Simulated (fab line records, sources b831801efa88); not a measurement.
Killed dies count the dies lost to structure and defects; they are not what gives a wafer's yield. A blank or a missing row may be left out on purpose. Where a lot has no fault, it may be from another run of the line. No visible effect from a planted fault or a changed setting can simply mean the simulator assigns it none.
Problem report, 8D (eight disciplines) form, completed by code :: flow sky130 :: the parts of the form that need people (team, actions taken, sign-off) are left out

## 1. PROBLEM STATEMENT
NWELL_RS at SKY_NWELL_RS_MEAS_29 reads a mean of 636.8 ohm/sq on 6 wafers of 2 lots; wafers without a fault read 625.2 ohm/sq with a standard deviation of 1.6. That puts it +7.3 standard deviations away from the usual mean.
The step: measures by four-point-probe.
Earliest sighting: wafer L132.1 on film_metro-03 at day 9 00:38. Wafers with a number at this step in the record: 36, from 12 lots. Rule for "out", or "out of limits": more than 4 standard deviations from the usual mean. Any other wafer with a number is counted as sound.

## 2. WHAT IT IS; WHAT IT IS NOT
question: which readings at this step
is: NWELL_RS
is not: -

question: which lots
is: L132, L134
is not: L117, L119, L120, L122, L123, L124, L135, L137, L138, L140

question: which wafers of those lots
is: all that have a number
is not: -

question: read on which gauges
is: film_metro-03
is not: film_metro-02, film_metro-04

question: when
is: from day 9 00:38
is not: up to then (18 sound wafers); but 12 sound wafers of L135, L137, L138, L140 came after

## 3. WHAT RULES OUT EACH SUSPECT
Counting: a tool stays on the suspect list if, at a process step up to the reading, it processed all lots that are out and no sound lot following the first of them.
- the gauge at SKY_NWELL_RS_MEAS_29 is ruled out. All the wafers that are out were read on film_metro-03, but those of them that SKY_NWELL_IMPLANT_11 has rows for are out there too, on other tools.
- implanter-02 at SKY_NWELL_IMPLANT_11: kept. Every lot that is out went through it, starting with L132 (day 8 03:31), and after that it ran no sound lot; the last sound lot it ran before then is L122 (day 5 21:50). Out on those wafers are its own readings of dose_ions_cm2.
After counting, what remains is implanter-02 at SKY_NWELL_IMPLANT_11.

## 4. THE CAUSE (what the simulator had put in)
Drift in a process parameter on implanter-02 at SKY_NWELL_IMPLANT_11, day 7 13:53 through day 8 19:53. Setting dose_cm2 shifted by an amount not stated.
The count eliminated every tool but this one.

## 5. THE EFFECT CHAIN, in route order
Each row: a reading where the mean over the struck wafers with a number is more than 3 standard deviations away from the usual. Only readings whose record carries a usual standard deviation are examined. hours: median over the lots of the time between each lot's start at the first step of this table that gives one and its start at this step. sigmas: the change, counted in usual standard deviations.
hours: 0
step: SKY_NWELL_IMPLANT_11
reading: dose_ions_cm2
usual: 1.9e+13
on struck wafers: 1.8e+13
change: -6.4e+11
sigmas: -32

hours: 22
step: SKY_NWELL_RS_MEAS_29
reading: NWELL_RS
usual: 625.2 ohm/sq
on struck wafers: 636.8
change: +11.6
sigmas: +7.3
It contains these process steps:
- SKY_NWELL_IMPLANT_11
At these later measuring or inspecting steps, every struck wafer for which the step has a row has a number for every such reading, and none has moved that far: SKY_SD_N_RS_MEAS_18, SKY_CONTACT_CD_MEAS_14.

## 6. WHAT WOULD HAVE CAUGHT IT SOONER
The first out-of-limits reading at a measuring or inspecting step in this record came at day 9 00:38, 35 hours after the fault's start at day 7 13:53.
The tool's own readings at SKY_NWELL_IMPLANT_11 were out on every struck wafer that the step has a row for (dose_ions_cm2): an alarm limit on them would have fired on the first of those.
Each of the lots that are out, 2 in all, had begun SKY_NWELL_IMPLANT_11 on implanter-02 no later than day 9 00:38. Had the tool been put on hold then, not one of them would have been saved.
